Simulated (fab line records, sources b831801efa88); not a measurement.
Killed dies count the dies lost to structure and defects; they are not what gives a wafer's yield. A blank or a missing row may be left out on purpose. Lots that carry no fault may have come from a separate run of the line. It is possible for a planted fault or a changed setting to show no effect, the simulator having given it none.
The same fault as seen by 2 desks :: flow sky130 :: each desk holds nothing but its own numbers, with what lay behind them at the end

## THE METROLOGY DESK
Lot by lot, what the gauges showed, no matter which tool ran the lot: averages of those sampled wafers that carry a number. Any lot whose mean is over 4 standard deviations away from the usual mean is out of limits and marked OUT; that distance is given in the brackets.
Columns: A = CAP2M_OVL at SKY_CAP2M_OVL_MEAS_12, usual 1.0 nm
lot: L659
first seen here: day 41 04:32
A: 1.0

lot: L660
first seen here: day 41 19:14
A: -0.1

lot: L661
first seen here: day 42 19:05
A: 3.9

lot: L662
first seen here: day 42 21:47
A: -0.2

lot: L665
first seen here: day 43 03:17
A: -0.8

lot: L666
first seen here: day 43 10:55
A: 0.9

lot: L667
first seen here: day 43 23:50
A: 1.4

lot: L669
first seen here: day 44 06:38
A: -0.1

lot: L674
first seen here: day 45 20:49
A: -0.2

lot: L675
first seen here: day 45 23:34
A: 0.8

lot: L678
first seen here: day 46 12:49
A: 0.0

lot: L680
first seen here: day 47 11:58
A: 3.5
This desk found nothing out of limits on any of the 12 lots.

## TOOL OWNER'S DESK, litho-track-02
SKY_PAD_OPEN_SOFTBAKE_03, tool's own readings: per-lot mean of the sampled wafers with a number, covering each lot this tool ran. Any lot whose mean is over 4 standard deviations away from the usual mean is out of limits and marked OUT; that distance is given in the brackets.
Columns: A = heater-power-total-W at SKY_PAD_OPEN_SOFTBAKE_03, usual 65.32 W; B = plate-temp-C at SKY_PAD_OPEN_SOFTBAKE_03, usual 109.99 C
lot: L660
first seen here: day 46 03:01
A: 65.28
B: 110.02

lot: L661
first seen here: day 46 20:08
A: 65.24
B: 109.83

lot: L667
first seen here: day 47 21:04
A: 65.24
B: 109.89

lot: L674
first seen here: day 49 16:15
A: 69.86 (+32) OUT
B: 115.45 (+42) OUT

lot: L675
first seen here: day 49 18:18
A: 69.89 (+33) OUT
B: 115.66 (+44) OUT

lot: L678
first seen here: day 49 23:58
A: 69.73 (+32) OUT
B: 115.81 (+45) OUT
This desk finds L674, L675, L678 out of limits, L674 being first, at day 49 16:15 (heater-power-total-W at SKY_PAD_OPEN_SOFTBAKE_03). In limits: L660, L661, L667.

## TAKEN TOGETHER
The tool owner's desk had the chance to raise an alarm at day 49 16:15 on L674, L675, L678.
The metrology desk saw nothing out of limits.
The metrology desk has L674, L675, L678 on record, within its limits.
Of the lots named, all ran SKY_PAD_OPEN_SOFTBAKE_03 on litho-track-02.

## WHAT THE SIMULATOR HAD PUT IN
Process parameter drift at SKY_PAD_OPEN_SOFTBAKE_03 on litho-track-02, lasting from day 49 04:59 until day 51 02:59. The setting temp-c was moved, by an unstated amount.
Struck lots among those shown: L674, L675, L678.
Delay in hours, fault start to first out-of-limits reading, by desk: the tool owner's desk at 11.
